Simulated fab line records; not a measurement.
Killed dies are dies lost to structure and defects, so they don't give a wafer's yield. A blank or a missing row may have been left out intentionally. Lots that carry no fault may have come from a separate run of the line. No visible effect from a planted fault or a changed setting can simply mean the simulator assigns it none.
Matching of chambers / flow gf180mcu / 4 sister chambers for GF_V5_CMP_04 on cmp-01
The step polishes SiO2. 18 wafers are shown with their chamber, then 9 later ones without.

WAFERS PAIRED WITH THEIR CHAMBERS
wafer=L635.2; chamber=3; motor_current_A (A)=12.7; retaining_ring_pressure_frac=1.004
wafer=L635.5; chamber=1; motor_current_A (A)=10.0; retaining_ring_pressure_frac=1.002
wafer=L635.6; chamber=2; motor_current_A (A)=10.3; retaining_ring_pressure_frac=1.001
wafer=L637.2; chamber=0; motor_current_A (A)=13.1; retaining_ring_pressure_frac=0.991
wafer=L637.3; chamber=1; motor_current_A (A)=10.2; retaining_ring_pressure_frac=0.999
wafer=L637.6; chamber=2; motor_current_A (A)=10.2; retaining_ring_pressure_frac=0.994
wafer=L641.4; chamber=0; motor_current_A (A)=13.4; retaining_ring_pressure_frac=1.004
wafer=L641.5; chamber=0; motor_current_A (A)=13.0; retaining_ring_pressure_frac=1.001
wafer=L641.6; chamber=3; motor_current_A (A)=11.9; retaining_ring_pressure_frac=1.000
wafer=L649.2; chamber=3; motor_current_A (A)=12.6; retaining_ring_pressure_frac=0.994
wafer=L649.5; chamber=2; motor_current_A (A)=11.0; retaining_ring_pressure_frac=1.002
wafer=L649.6; chamber=1; motor_current_A (A)=11.2; retaining_ring_pressure_frac=0.995
wafer=L648.1; chamber=1; motor_current_A (A)=11.3; retaining_ring_pressure_frac=1.005
wafer=L648.5; chamber=3; motor_current_A (A)=13.3; retaining_ring_pressure_frac=0.996
wafer=L648.6; chamber=2; motor_current_A (A)=10.9; retaining_ring_pressure_frac=1.006
wafer=L651.1; chamber=0; motor_current_A (A)=13.0; retaining_ring_pressure_frac=1.001
wafer=L651.4; chamber=2; motor_current_A (A)=11.0; retaining_ring_pressure_frac=1.005
wafer=L651.5; chamber=2; motor_current_A (A)=10.9; retaining_ring_pressure_frac=1.000

SIGNATURES (averages over the wafers above)
reading=motor_current_A; chamber 0=13.125; chamber 1=10.675; chamber 2=10.717; chamber 3=12.625; scatter within a chamber=0.471
reading=retaining_ring_pressure_frac; chamber 0=0.99925; chamber 1=1.00025; chamber 2=1.00133; chamber 3=0.99850; scatter within a chamber=0.00464
Rule: a wafer's distance from a chamber is the root of the sum, over the readings, of the square of ((its reading less the chamber's mean) divided by the reading's scatter). The wafer belongs to the nearest chamber; if the next one is less than 2 further off, it can't be placed. The scatter: the root of (the sum of the squares of (reading less its chamber's mean) over the shown wafers, divided by (wafers less chambers)).

WAFERS MISSING THEIR CHAMBER
wafer=L652.4; motor_current_A (A)=12.7; retaining_ring_pressure_frac=1.003
wafer=L652.5; motor_current_A (A)=11.2; retaining_ring_pressure_frac=1.000
wafer=L652.6; motor_current_A (A)=10.5; retaining_ring_pressure_frac=1.000
wafer=L653.1; motor_current_A (A)=14.1; retaining_ring_pressure_frac=0.996
wafer=L653.3; motor_current_A (A)=10.3; retaining_ring_pressure_frac=1.003
wafer=L653.4; motor_current_A (A)=12.1; retaining_ring_pressure_frac=1.000
wafer=L655.3; motor_current_A (A)=13.4; retaining_ring_pressure_frac=1.002
wafer=L655.5; motor_current_A (A)=13.4; retaining_ring_pressure_frac=0.997
wafer=L655.6; motor_current_A (A)=10.5; retaining_ring_pressure_frac=1.002

WHICH CHAMBER EACH WENT THROUGH
wafer=L652.4; from the rows above=can't be placed: 3 or 0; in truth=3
wafer=L652.5; from the rows above=can't be placed: 2 or 1 or 3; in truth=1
wafer=L652.6; from the rows above=can't be placed: 1 or 2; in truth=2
wafer=L653.1; from the rows above=can't be placed: 0 or 3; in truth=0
wafer=L653.3; from the rows above=can't be placed: 2 or 1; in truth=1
wafer=L653.4; from the rows above=can't be placed: 3 or 0 or 2 or 1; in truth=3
wafer=L655.3; from the rows above=can't be placed: 0 or 3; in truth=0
wafer=L655.5; from the rows above=can't be placed: 0 or 3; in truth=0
wafer=L655.6; from the rows above=can't be placed: 2 or 1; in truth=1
Placed correctly: 0 of 9. Unplaceable from these rows: 9, with the true chamber sitting among the candidates in 9. Wrongly placed: 0.
